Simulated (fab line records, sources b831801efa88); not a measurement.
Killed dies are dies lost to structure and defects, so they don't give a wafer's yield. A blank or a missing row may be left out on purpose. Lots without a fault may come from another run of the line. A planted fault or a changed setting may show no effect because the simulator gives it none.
A struck lot beside a sound one | flow sky130 | 15 steps out of a route of 708
Sound: wafers L551.1, L551.3, L551.5. Struck: wafers L543.1, L543.4, L543.5. The cause comes at the end.
At each step with rows: each side's tool, then ch and its chambers, then its first start. Under that, the readings that differ: sound wafers | struck wafers | difference of the means | sigmas: that difference in standard deviations of wafers without a fault.
alike: readings whose means differ by less than 2 such deviations, and words and numbers that are the same on both sides. not compared: withheld readings, readings that some wafer has no value for, bounds like >300 that may hide the same value, and numbers for which the record gives no deviation and whose values overlap.
The two part at a step that has a row with sigmas, a row that says differs or no value, or rows on one side only. Numbers that don't overlap but have no deviation are shown without sigmas and don't part them. A reading that every wafer of one side lacks parts them only if that side has two wafers or more.

first, 7 steps without rows for these wafers: SKY_VT_ADJUST_HVTP_DEHYDRATE_00 (time 60 s); SKY_VT_ADJUST_HVTP_HMDS_01 (prime time 60 s); SKY_VT_ADJUST_HVTP_COAT_02 (resist thk 1140 nm); SKY_VT_ADJUST_HVTP_SOFTBAKE_03 (time 60 s); SKY_VT_ADJUST_HVTP_EXPOSE_04 (exposes mask HVTPM, target cd 380 nm); SKY_VT_ADJUST_HVTP_PEB_05; SKY_VT_ADJUST_HVTP_DEVELOP_06 (develop time 60 s).
SKY_VT_ADJUST_HVTP_CD_MEAS_07: target cd 380 nm.
  sound on cd_sem-02, day 11 02:28; struck on cd_sem-01, day 9 00:16
  alike: cd_nm
SKY_VT_ADJUST_HVTP_OVL_MEAS_08:
  sound on overlay-01, day 11 02:35; struck on overlay-01, day 9 00:23
  alike: VT_ADJUST_HVTP_OVL
then, 1 step without rows for these wafers: SKY_VT_ADJUST_HVTP_IMPLANT_09.
SKY_VT_ADJUST_HVTP_STRIP_10: strips in O2/N2.
  sound on plasma_asher-01 ch 0,1, day 11 02:46; struck on plasma_asher-04 ch 0,1, day 9 00:34
  alike: drypump_motor_current_A, o2_flow_sccm, oes_product_au, strip_time_to_endpoint_s
  not compared: rf_hours_counter_h
SKY_VT_ADJUST_HVTP_TW_MEAS_11:
  sound on film_metro-04, day 11 02:52; struck on film_metro-01, day 9 00:40
  alike: VT_ADJUST_HVTP_TW
SKY_VT_ADJUST_LVTN_DEHYDRATE_00: time 60 s.
  sound on litho_track-03 ch 0, day 11 13:39; struck on litho_track-01 ch 0, day 9 10:50
  reading                  | sound                | struck               | difference | sigmas
  heater_power_total_W (W) | 160.20 160.22 160.53 | 157.75 157.77 157.84 | -2.53      | -21
  plate_temp_C (C)         | 200.01 200.08 200.05 | 197.13 197.30 197.30 | -2.80      | -16
  alike: resist_line_temp_C
then, 1 step without rows for these wafers: SKY_VT_ADJUST_LVTN_HMDS_01 (prime time 60 s).
-- the record jumps here: 39 days lie between the struck wafers' starts before and after (it left off in module VT_ADJUST_LVTN and takes up again in module PAD_OPEN, whose first step shown is number 708 of the route) --
SKY_PAD_OPEN_PROBE_99:
  sound on prober-01, day 50 06:07; struck on prober-01, day 48 16:35
  alike: killed_at_M0_to_M3, killed_at_M4_up, killed_at_contacts, killed_at_front_end, killed_at_other, killed_dies, killed_open, killed_short

WHERE THEY PART
Only at SKY_VT_ADJUST_LVTN_DEHYDRATE_00, within this record. Later steps at which nothing parts them and some readings are alike: SKY_PAD_OPEN_PROBE_99.

WHY: what the simulator had put in
Process parameter drift: litho_track-01, from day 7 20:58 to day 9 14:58, at SKY_VT_ADJUST_LVTN_DEHYDRATE_00. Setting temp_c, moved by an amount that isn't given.
